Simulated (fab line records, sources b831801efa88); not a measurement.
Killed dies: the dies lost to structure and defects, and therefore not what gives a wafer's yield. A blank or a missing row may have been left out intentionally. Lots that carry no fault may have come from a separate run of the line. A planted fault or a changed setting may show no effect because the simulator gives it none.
fab line records	flow sky130
record lots=14	wafers=42	lastDay=50
route steps=708 shown DNWELL@43 PWDE@54 NWELL@81 SD_N@349
lots that met no fault: taken from a fault-free run of the same line
startH: the number of hours between the record's first day and the start of the first shown wafer of the lot	waitH: hours since the lot's step before	" the same as in the row above	L1.1+2: a row that stands for several wafers	- no value, or no start was given	* or withheld: withheld	< > ~ a bound
route shown NAME@n: names a module that has steps shown in the file, with the first one's number in the route	usual: mean/standard deviation taken from wafers without a fault	same: alike in all rows	chamber/n: place in a boat	sites: readings site by site	_std_site: the standard deviation of these	_edge_site: mean of outer sites minus mean of inner sites	radiusMm: for every site, how far away it sits from the centre of the wafer	mask NAME#n: copy n	behind: the last tool/chamber to shape the wafer	hold: why the lot went on hold/how many hours it stayed there/how the hold came to an end	device: the transistor (n, p or np) that didn't switch	end of line: tests run on the same wafers once the route is complete	where a step has no rows: the recipe by itself	killed: dies lost to structure and defects at the first sort, not the wafer's yield	map: dies across one wafer; x = killed, . = not, _ = none there
set.NAME: setting as actually run; set.NAME@STEP: the setting as run at that earlier step	model.NAME: the simulator's own value behind a step, which no gauge read
a sample of lots followed through the steps of the route, with each step as a table and each wafer as a row
services: from which hour (startH, from the record's first day; less than 0 if before it) a tool's chamber was out of use, for how many hours, and why
## steps
# step SKY_DNWELL_STRIP_08
# recipe chemistry=O2/N2	powerW=1400	pressureMtorr=1500	platenTempC=withheld	o2FlowSccm=3000	n2FlowSccm=300	overashFraction=0.5
# usual chamberPressureMTorr=1500.1/1.4	drypumpMotorCurrentA=5.74/0.26	oesProductAu=0.723/0.0043	stripTimeToEndpointS=36.92/0.091
lot.wafer	tool	chamber	startH	waitH	chamberPressureMTorr	drypumpMotorCurrentA	oesProductAu	rfHoursCounterH	stripTimeToEndpointS
L823.1	plasmaAsher-01	0	63.66	0.1	1501.3	5.74	0.727	39	36.97
L823.3	"	1	"	"	1502.5	5.28	0.730	-	37.01
L823.4	"	0	"	"	1499.2	5.73	0.716	-	36.99
L826.1	plasmaAsher-03	0	79.86	0.1	1501.1	6.08	0.721	40	36.98
L826.2	"	1	"	"	1499.5	5.74	0.720	40	37.07
L826.4	"	1	"	"	1501.5	5.69	0.733	-	36.96
L827.3	plasmaAsher-04	1	85.44	0.1	-	-	-	-	-
L827.4	"	0	"	"	-	-	-	-	-
L827.5	"	0	"	"	-	-	-	-	-
L828.2	plasmaAsher-03	0	92.90	0.1	-	-	-	-	-
L828.3	"	0	"	"	-	-	-	-	-
L828.6	"	0	"	"	-	-	-	-	-
L832.1	plasmaAsher-03	0	115.14	0.2	1500.1	6.08	0.722	43	36.99
L832.3	"	1	"	"	1499.9	5.71	0.717	-	36.89
L832.6	"	0	"	"	1502.9	6.07	0.716	-	36.98
L834.1	plasmaAsher-01	0	122.75	0.1	1502.2	5.75	0.726	1	36.89
L834.2	"	1	"	"	1502.5	5.29	0.720	1	36.99
L834.4	"	0	"	"	1501.9	5.77	0.724	-	36.97
L835.4	plasmaAsher-03	1	132.84	0.1	1499.4	5.72	0.726	-	36.80
L835.5	"	1	"	"	1500.8	5.70	0.720	-	36.90
L835.6	"	0	"	"	1500.3	6.05	0.722	-	36.89
L836.1	plasmaAsher-04	1	138.66	0.1	1500.3	5.94	0.723	45	36.87
L836.3	"	0	"	"	1500.2	5.54	0.722	-	36.92
L836.6	"	1	"	"	1503.3	5.97	0.720	-	36.94
L837.3	plasmaAsher-03	0	138.99	0.1	1497.3	6.06	0.721	-	37.06
L837.4	"	1	"	"	1497.8	5.70	0.731	-	36.99
L837.5	"	0	"	"	1499.2	6.07	0.720	-	37.05
L838.3	plasmaAsher-03	1	157.39	0.1	1501.3	5.69	0.717	-	36.93
L838.4	"	0	"	"	1500.0	6.08	0.727	-	36.85
L838.5	"	1	"	"	1501.5	5.69	0.730	-	36.76
L839.1	plasmaAsher-01	0	157.70	0.1	1499.4	5.75	0.730	4	36.94
L839.4	"	1	"	"	1498.2	5.31	0.722	-	36.89
L839.6	"	1	"	"	1498.3	5.29	0.723	-	36.88
L840.1	plasmaAsher-04	0	157.91	0.1	1502.5	5.45	0.717	47	36.95
L840.3	"	1	"	"	1500.8	5.93	0.717	-	36.88
L840.6	"	0	"	"	1501.3	5.50	0.725	-	36.87
L841.2	plasmaAsher-03	0	179.25	0.1	1500.0	6.08	0.721	50	36.91
L841.3	"	0	"	"	1500.0	6.07	0.725	-	36.85
L841.5	"	0	"	"	1498.6	6.08	0.724	-	36.88
L843.1	plasmaAsher-03	1	189.16	0.1	1498.1	5.67	0.724	51	36.83
L843.2	"	0	"	"	1502.1	6.07	0.721	51	36.86
L843.6	"	0	"	"	1500.6	6.06	0.726	-	36.83
# step SKY_PWDE_STRIP_09
# recipe chemistry=O2/N2	powerW=1400	pressureMtorr=1500	platenTempC=withheld	o2FlowSccm=3000	n2FlowSccm=300	overashFraction=0.5
# usual chamberPressureMTorr=1500.1/1.5	drypumpMotorCurrentA=5.81/0.27	oesProductAu=0.722/0.0046	stripTimeToEndpointS=36.89/0.085
lot.wafer	tool	chamber	startH	waitH	chamberPressureMTorr	drypumpMotorCurrentA	oesProductAu	rfHoursCounterH	stripTimeToEndpointS
L823.1	plasmaAsher-02	1	80.17	0.1	1500.4	5.45	0.719	26	36.89
L823.3	"	0	"	"	1500.5	6.10	0.725	-	36.83
L823.4	"	1	"	"	1499.6	5.44	0.735	-	36.88
L826.1	plasmaAsher-04	0	97.14	0.1	1502.5	5.56	0.720	41	36.75
L826.2	"	1	"	"	1499.6	5.94	0.717	41	36.85
L826.4	"	0	"	"	1502.2	5.53	0.722	-	36.74
L827.3	plasmaAsher-02	1	102.28	0.1	1497.7	5.48	0.742	-	80.90
L827.4	"	0	"	"	1500.3	6.13	0.749	-	81.21
L827.5	"	1	"	"	1499.1	5.50	0.744	-	81.00
L828.2	plasmaAsher-03	0	110.37	0.1	1499.2	6.07	0.737	43	81.22
L828.3	"	0	"	"	1500.2	6.05	0.736	-	81.27
L828.6	"	0	"	"	1500.7	6.08	0.742	-	81.09
L832.1	plasmaAsher-03	1	133.67	0.1	1501.8	5.72	0.721	45	36.96
L832.3	"	1	"	"	1500.0	5.72	0.722	-	36.96
L832.6	"	1	"	"	1500.6	5.72	0.722	-	37.07
L834.1	plasmaAsher-03	1	141.74	0.1	1499.3	5.68	0.713	46	36.89
L834.2	"	0	"	"	1499.9	6.05	0.720	46	36.93
L834.4	"	0	"	"	1500.6	6.05	0.728	-	36.93
L835.4	plasmaAsher-03	0	151.42	0.1	1502.0	6.08	0.723	-	37.02
L835.5	"	1	"	"	1499.1	5.70	0.724	-	37.00
L835.6	"	0	"	"	1498.3	6.08	0.716	-	36.99
L836.1	plasmaAsher-02	1	157.37	0.1	1503.1	5.45	0.726	34	37.00
L836.3	"	0	"	"	1500.4	6.13	0.723	-	37.03
L836.6	"	0	"	"	1498.4	6.10	0.720	-	37.02
L837.3	plasmaAsher-02	0	158.12	0.1	1500.2	6.12	0.720	-	37.02
L837.4	"	1	"	"	1499.5	5.48	0.722	-	36.95
L837.5	"	0	"	"	1502.1	6.12	0.723	-	36.86
L838.3	plasmaAsher-02	0	176.97	0.1	1503.1	6.12	0.723	-	36.94
L838.4	"	1	"	"	1498.1	5.47	0.715	-	36.93
L838.5	"	1	"	"	1499.7	5.48	0.722	-	36.85
L839.1	plasmaAsher-02	1	177.67	0.1	1498.0	5.48	0.722	36	36.76
L839.4	"	1	"	"	1499.8	5.47	0.723	-	36.76
L839.6	"	0	"	"	1500.9	6.12	0.728	-	36.80
L840.1	plasmaAsher-02	0	177.94	0.1	1501.1	6.12	0.724	36	36.88
L840.3	"	1	"	"	1503.0	5.49	0.724	-	36.89
L840.6	"	0	"	"	1500.3	6.12	0.711	-	36.84
L841.2	plasmaAsher-02	0	200.47	0.1	1500.8	6.11	0.714	38	36.96
L841.3	"	0	"	"	1501.3	6.11	0.719	-	36.90
L841.5	"	1	"	"	1502.6	5.45	0.726	-	36.92
L843.1	plasmaAsher-02	1	210.89	0.1	1498.2	5.48	0.722	39	36.97
L843.2	"	0	"	"	1504.8	6.12	0.730	39	37.00
L843.6	"	0	"	"	1499.0	6.11	0.717	-	36.99
# step SKY_PWDE_TW_MEAS_10
# usual PWDE_TW=375/4.4
lot.wafer	tool	chamber	startH	waitH	PWDE_TW
L823.1	filmMetro-03	-	80.27	0.1	372
L823.3	"	-	"	"	374
L823.4	"	-	"	"	373
L826.1	filmMetro-04	-	97.24	0.1	374
L826.2	"	-	"	"	375
L826.4	"	-	"	"	373
L827.3	filmMetro-03	-	102.36	0.1	30
L827.4	"	-	"	"	30
L827.5	"	-	"	"	30
L828.2	filmMetro-04	-	110.48	0.1	30
L828.3	"	-	"	"	30
L828.6	"	-	"	"	30
L832.1	filmMetro-01	-	133.77	0.1	383
L832.3	"	-	"	"	381
L832.6	"	-	"	"	382
L834.1	filmMetro-03	-	141.84	0.1	371
L834.2	"	-	"	"	370
L834.4	"	-	"	"	369
L835.4	filmMetro-04	-	151.52	0.1	376
L835.5	"	-	"	"	375
L835.6	"	-	"	"	376
L836.1	filmMetro-03	-	157.47	0.1	373
L836.3	"	-	"	"	373
L836.6	"	-	"	"	371
L837.3	filmMetro-01	-	158.21	0.1	379
L837.4	"	-	"	"	382
L837.5	"	-	"	"	381
L838.3	filmMetro-01	-	177.06	0.1	379
L838.4	"	-	"	"	378
L838.5	"	-	"	"	376
L839.1	filmMetro-01	-	177.77	0.1	380
L839.4	"	-	"	"	380
L839.6	"	-	"	"	378
L840.1	filmMetro-04	-	178.04	0.1	377
L840.3	"	-	"	"	376
L840.6	"	-	"	"	376
L841.2	filmMetro-03	-	200.58	0.1	374
L841.3	"	-	"	"	374
L841.5	"	-	"	"	372
L843.1	filmMetro-01	-	210.99	0.1	381
L843.2	"	-	"	"	382
L843.6	"	-	"	"	380
# step SKY_NWELL_RTA_28
# recipe tempC=1050	timeS=30	idleTempC=650	rampUpCPerS=150	rampDownCPerS=90	ambient=N2
# usual lampPowerPct=25.31/0.057	rampDownCPerS=90.001/0.017	wafer_temp_C_max=1055.0/0.99
lot.wafer	tool	chamber	startH	waitH	lampPowerPct	rampDownCPerS	wafer_temp_C_max
L823.1	rtpAnneal-02	0	117.00	0.0	25.29	90.003	1055.5
L823.3	"	0	"	"	25.34	89.978	1057.3
L823.4	"	0	"	"	25.31	89.985	1054.2
L826.1	rtpAnneal-01	0	134.53	0.0	25.30	89.979	1054.7
L826.2	"	0	"	"	25.43	90.002	1056.8
L826.4	"	0	"	"	25.28	89.989	1056.2
L827.3	rtpAnneal-02	0	139.30	0.0	25.34	90.013	1054.8
L827.4	"	0	"	"	25.26	90.029	1054.7
L827.5	"	0	"	"	25.16	90.027	1055.2
L828.2	rtpAnneal-01	0	147.89	0.0	25.27	90.012	1055.4
L828.3	"	0	"	"	25.29	89.957	1054.8
L828.6	"	0	"	"	25.35	89.999	1054.4
L832.1	rtpAnneal-02	0	172.61	0.0	25.35	90.016	1055.9
L832.3	"	0	"	"	25.33	89.998	1054.8
L832.6	"	0	"	"	25.30	90.014	1054.4
L834.1	rtpAnneal-01	0	180.08	0.0	25.37	90.010	1054.6
L834.2	"	0	"	"	25.43	90.025	1056.1
L834.4	"	0	"	"	25.39	89.978	1054.4
L835.4	rtpAnneal-02	0	190.95	0.1	25.24	90.004	1054.8
L835.5	"	0	"	"	25.33	89.977	1055.6
L835.6	"	0	"	"	25.28	90.015	1057.1
L836.1	rtpAnneal-02	0	199.70	0.0	25.34	90.016	1055.0
L836.3	"	0	"	"	25.36	89.957	1054.3
L836.6	"	0	"	"	25.34	89.972	1055.2
L837.3	rtpAnneal-01	0	200.09	0.0	25.33	90.011	1055.1
L837.4	"	0	"	"	25.38	89.992	1054.6
L837.5	"	0	"	"	25.20	89.989	1055.2
L838.3	rtpAnneal-01	0	220.40	0.0	25.26	89.991	1053.6
L838.4	"	0	"	"	25.31	90.011	1056.7
L838.5	"	0	"	"	25.17	90.005	1053.9
L839.1	rtpAnneal-01	0	220.71	0.0	25.24	89.964	1055.2
L839.4	"	0	"	"	25.33	90.003	1054.0
L839.6	"	0	"	"	25.26	89.983	1055.1
L840.1	rtpAnneal-01	0	221.71	0.0	25.30	90.017	1055.4
L840.3	"	0	"	"	25.20	89.995	1054.2
L840.6	"	0	"	"	25.30	90.013	1053.2
L841.2	rtpAnneal-01	0	245.49	0.0	25.33	90.006	1055.0
L841.3	"	0	"	"	25.43	90.005	1054.3
L841.5	"	0	"	"	25.24	89.991	1053.6
L843.1	rtpAnneal-01	0	257.11	0.0	25.38	90.003	1053.6
L843.2	"	0	"	"	25.34	90.014	1055.3
L843.6	"	0	"	"	25.43	90.000	1054.8
# step SKY_SD_N_CD_MEAS_07
# recipe targetCdNm=380
# usual cdNm=380.4/2.6
lot.wafer	tool	chamber	startH	waitH	cdNm
L823.1	cdSem-01	-	662.68	0.1	379.8
L823.3	"	-	"	"	381.4
L823.4	"	-	"	"	381.6
L826.1	cdSem-01	-	688.61	0.1	379.0
L826.2	"	-	"	"	376.3
L826.4	"	-	"	"	378.2
L827.3	cdSem-02	-	693.85	0.1	384.2
L827.4	"	-	"	"	382.4
L827.5	"	-	"	"	382.3
L828.2	cdSem-01	-	709.85	0.1	381.4
L828.3	"	-	"	"	380.7
L828.6	"	-	"	"	380.5
L832.1	cdSem-02	-	743.66	0.1	380.5
L832.3	"	-	"	"	379.2
L832.6	"	-	"	"	384.1
L834.1	cdSem-01	-	753.85	0.1	379.3
L834.2	"	-	"	"	380.2
L834.4	"	-	"	"	380.5
L835.4	cdSem-01	-	761.92	0.1	379.9
L835.5	"	-	"	"	379.9
L835.6	"	-	"	"	382.0
L836.1	cdSem-02	-	775.76	0.1	378.4
L836.3	"	-	"	"	379.3
L836.6	"	-	"	"	377.9
L837.3	cdSem-01	-	778.49	0.1	377.4
L837.4	"	-	"	"	378.5
L837.5	"	-	"	"	379.5
L838.3	cdSem-02	-	793.42	0.1	380.4
L838.4	"	-	"	"	379.0
L838.5	"	-	"	"	381.2
L839.1	cdSem-01	-	793.46	0.1	384.6
L839.4	"	-	"	"	381.7
L839.6	"	-	"	"	381.0
L840.1	cdSem-01	-	796.28	0.1	380.2
L840.3	"	-	"	"	384.1
L840.6	"	-	"	"	379.3
L841.2	cdSem-01	-	825.40	0.1	376.0
L841.3	"	-	"	"	375.9
L841.5	"	-	"	"	377.1
L843.1	cdSem-02	-	841.36	0.1	378.8
L843.2	"	-	"	"	377.5
L843.6	"	-	"	"	376.2
# step SKY_SD_N_RTA_14
# recipe tempC=1075	timeS=2	idleTempC=650	rampUpCPerS=150	rampDownCPerS=90	ambient=N2
# usual lampPowerPct=15.74/0.051	rampDownCPerS=89.999/0.015	wafer_temp_C_max=1078.0/1.2
lot.wafer	tool	chamber	startH	waitH	lampPowerPct	rampDownCPerS	wafer_temp_C_max
L823.1	rtpAnneal-01	0	663.34	0.0	15.75	90.004	1076.4
L823.3	"	0	"	"	15.72	89.996	1077.7
L823.4	"	0	"	"	15.80	89.993	1076.3
L826.1	rtpAnneal-02	0	689.27	0.0	15.74	90.009	1077.6
L826.2	"	0	"	"	15.69	89.993	1080.8
L826.4	"	0	"	"	15.67	89.986	1080.2
L827.3	rtpAnneal-01	0	694.54	0.0	15.65	90.009	1079.2
L827.4	"	0	"	"	15.71	89.987	1077.3
L827.5	"	0	"	"	15.65	90.009	1076.2
L828.2	rtpAnneal-02	0	710.51	0.0	15.78	89.969	1077.4
L828.3	"	0	"	"	15.77	89.996	1077.0
L828.6	"	0	"	"	15.76	89.964	1077.5
L832.1	rtpAnneal-01	0	744.32	0.0	15.70	89.999	1077.0
L832.3	"	0	"	"	15.86	90.007	1079.1
L832.6	"	0	"	"	15.77	89.998	1078.2
L834.1	rtpAnneal-02	0	754.52	0.0	15.74	90.017	1080.0
L834.2	"	0	"	"	15.73	89.977	1078.6
L834.4	"	0	"	"	15.77	89.993	1076.3
L835.4	rtpAnneal-01	0	762.55	0.0	15.69	89.998	1078.2
L835.5	"	0	"	"	15.71	90.016	1079.8
L835.6	"	0	"	"	15.75	89.999	1078.1
L836.1	rtpAnneal-02	0	776.47	0.0	15.63	90.012	1078.2
L836.3	"	0	"	"	15.66	89.981	1077.4
L836.6	"	0	"	"	15.66	89.977	1078.0
L837.3	rtpAnneal-01	0	779.14	0.0	15.72	89.963	1078.6
L837.4	"	0	"	"	15.69	89.998	1076.5
L837.5	"	0	"	"	15.71	89.986	1079.1
L838.3	rtpAnneal-02	0	794.07	0.0	15.70	90.015	1079.4
L838.4	"	0	"	"	15.69	89.989	1078.0
L838.5	"	0	"	"	15.69	90.026	1077.7
L839.1	rtpAnneal-01	0	794.13	0.0	15.76	89.992	1078.8
L839.4	"	0	"	"	15.74	90.001	1078.8
L839.6	"	0	"	"	15.65	90.011	1076.9
L840.1	rtpAnneal-02	0	796.94	0.0	15.85	90.001	1079.5
L840.3	"	0	"	"	15.77	90.007	1077.0
L840.6	"	0	"	"	15.72	90.005	1075.4
L841.2	rtpAnneal-01	0	826.05	0.0	15.78	89.987	1078.1
L841.3	"	0	"	"	15.72	90.023	1075.7
L841.5	"	0	"	"	15.78	90.001	1076.8
L843.1	rtpAnneal-01	0	842.03	0.0	15.74	89.994	1079.2
L843.2	"	0	"	"	15.78	89.990	1077.9
L843.6	"	0	"	"	15.78	89.989	1078.4
## services
tool	chamber	startH	hours	kind
plasmaAsher-03	-	47.28	2.8	pm
plasmaAsher-01	-	108.75	9.0	pm
plasmaAsher-01	-	171.49	0.9	repair
rtpAnneal-02	-	210.89	21.7	pm
plasmaAsher-03	-	213.85	14.6	pm
plasmaAsher-04	-	224.50	2.5	repair
plasmaAsher-04	-	271.55	1.2	repair
plasmaAsher-01	-	278.31	0.7	repair
plasmaAsher-04	-	303.58	0.5	repair
plasmaAsher-03	-	344.54	0.8	repair
rtpAnneal-01	-	393.92	4.4	repair
rtpAnneal-02	-	401.84	2.6	pm
plasmaAsher-04	-	411.43	14.6	pm
rtpAnneal-01	-	416.44	5.8	pm
plasmaAsher-03	-	421.25	9.0	pm
rtpAnneal-01	-	430.02	87.5	pm
plasmaAsher-02	-	441.23	12.9	repair
plasmaAsher-02	-	492.32	2.8	pm
plasmaAsher-01	-	524.41	2.6	repair
plasmaAsher-02	-	646.47	9.9	repair
plasmaAsher-02	-	661.93	15.6	pm
plasmaAsher-03	-	715.15	0.7	repair
plasmaAsher-04	-	733.75	9.0	pm
plasmaAsher-04	-	760.96	0.4	repair
## key
firstSign step=SKY_DNWELL_STRIP_08	reading=toolRecord	direction=missing
effect step=SKY_PWDE_STRIP_09	reading=stripTimeToEndpointS	direction=up	sigmas=99+	usual=*	struck=*
effect step=SKY_PWDE_TW_MEAS_10	reading=PWDE_TW	direction=down	sigmas=78	usual=375	struck=30
metAt SKY_DNWELL_STRIP_08
struckLots L827,L828
sortLeftOut L827.3,L827.4,L827.5,L828.2,L828.3,L828.6
testerLeftOut L827,L828
notActingAt SKY_NWELL_RTA_28,SKY_SD_N_CD_MEAS_07,SKY_SD_N_RTA_14
onsetBetween 79.86 85.44
fault kind=skippedStepWhole	tool=plasmaAsher-03,plasmaAsher-04	chamber=-	onsetH=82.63	steps=SKY_DNWELL_STRIP_08	scope=struckLotsOnly
# testerLeftOut: of these lots the tester's yield and bins aren't shown, on N5 and GAA mostly nor the transistor test; their killed dies are dies lost to structure and defects alone, not to doping, threshold or leakage, so they don't give the yield
# sortLeftOut: the simulated sort isn't trusted on such a fault, so these wafers' sort isn't shown, and their yield isn't known
